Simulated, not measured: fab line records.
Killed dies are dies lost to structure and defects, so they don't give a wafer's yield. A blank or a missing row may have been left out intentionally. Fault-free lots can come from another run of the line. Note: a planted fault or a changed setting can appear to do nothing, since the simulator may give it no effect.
Struck lot and sound lot, side by side / flow sky130 / 14 steps out of a route of 708
Sound: wafers L324.2, L324.4, L324.6. The struck wafers were L337.1, L337.2, L337.5. Last of all comes the cause.
Per side, at each step with rows, come the tool, then ch with its chambers, and then its first start. Under that, the readings that differ: sound wafers / struck wafers / difference of the means / sigmas: that difference in standard deviations of wafers without a fault.
alike: same words and numbers on both sides, and readings whose means sit less than 2 such deviations apart. not compared: any withheld reading, any reading some wafer has no value for, any bound like >300 that may hide the same value, and any number with overlapping values for which the record gives no deviation.
A row with sigmas, a row that says differs or no value, or rows on one side alone: a step with any of these is where the two part. Numbers that don't overlap but have no deviation are shown without sigmas and don't part them. A reading that every wafer of one side lacks parts them only if that side has two wafers or more.

first, 1 step without rows for these wafers: SKY_METAL5_CLEAN_19 (cleans in O3/DIW).
SKY_PASSIVATION_CVD_00: deposits SiO2, target thk 90 nm.
  sound on pecvd-04 ch 0,2, day 45 12:43; struck on pecvd-04 ch 1,2, day 47 11:14
  alike: heater power w
SKY_PASSIVATION_THK_MEAS_01:
  sound: film metro-01 at day 45 12:44; struck: film metro-03 at day 47 11:16
  alike: PASSIVATION_CVD_00_THK
SKY_PASSIVATION_CVD_02: deposits Si3N4, target thk 540 nm.
  sound on pecvd-01 ch 1, day 45 12:47; struck on pecvd-03 ch 0,2, day 47 11:20
  alike: heater power w
SKY_PASSIVATION_THK_MEAS_03:
  sound: film metro-03 at day 45 13:08; struck: film metro-03 at day 47 11:33
  alike: PASSIVATION_CVD_02_THK
then, 7 steps without rows for these wafers: SKY_PASSIVATION_DEHYDRATE_04 (time 60 s); SKY_PASSIVATION_HMDS_05 (prime time 60 s); SKY_PASSIVATION_COAT_06 (resist thk 3000 nm); SKY_PASSIVATION_SOFTBAKE_07; SKY_PASSIVATION_EXPOSE_08 (exposes mask NSM, target cd 3000 nm); SKY_PASSIVATION_PEB_09; SKY_PASSIVATION_DEVELOP_10 (develop time 60 s).
SKY_PASSIVATION_ETCH_11: etches the open film in CF4/O2, stops on AlCu, target depth 725 nm, time 161.1 s.
  sound on rie diel-02 ch 0,2, day 46 11:22; struck on rie diel-02 ch 0,1,2, day 48 06:47
  no value came back on the struck wafers for any of 5 readings (O2_flow_sccm (sccm), bias w (W) and others); on the sound wafers O2_flow_sccm (sccm) reads 9.993 10.056 9.980
reading=model.coat_of_PASSIVATION_COAT_06.thk nm (nm); sound=2522 2524 2521; struck=3003 3009 3005; difference=+483; sigmas=
  not compared: rf hours counter h
SKY_PASSIVATION_STRIP_12: strips in O2/N2.
  sound on plasma asher-03 ch 0,1, day 46 11:28; struck on plasma asher-02 ch 0,1, day 48 06:53
reading=strip time to endpoint s (s); sound=31.59 31.62 31.58; struck=37.00 37.06 37.03; difference=+5.43; sigmas=+39
  alike: drypump motor current A, n2 flow sccm, oes product au
  not compared: rf hours counter h

## WHERE THEY PART
Last at SKY_PASSIVATION_STRIP_12 as far as this record goes, first at SKY_PASSIVATION_ETCH_11.

WHY: what the simulator had put in
Entire step skipped (rie diel-02, SKY_PASSIVATION_ETCH_11), from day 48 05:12 onward. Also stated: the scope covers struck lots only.
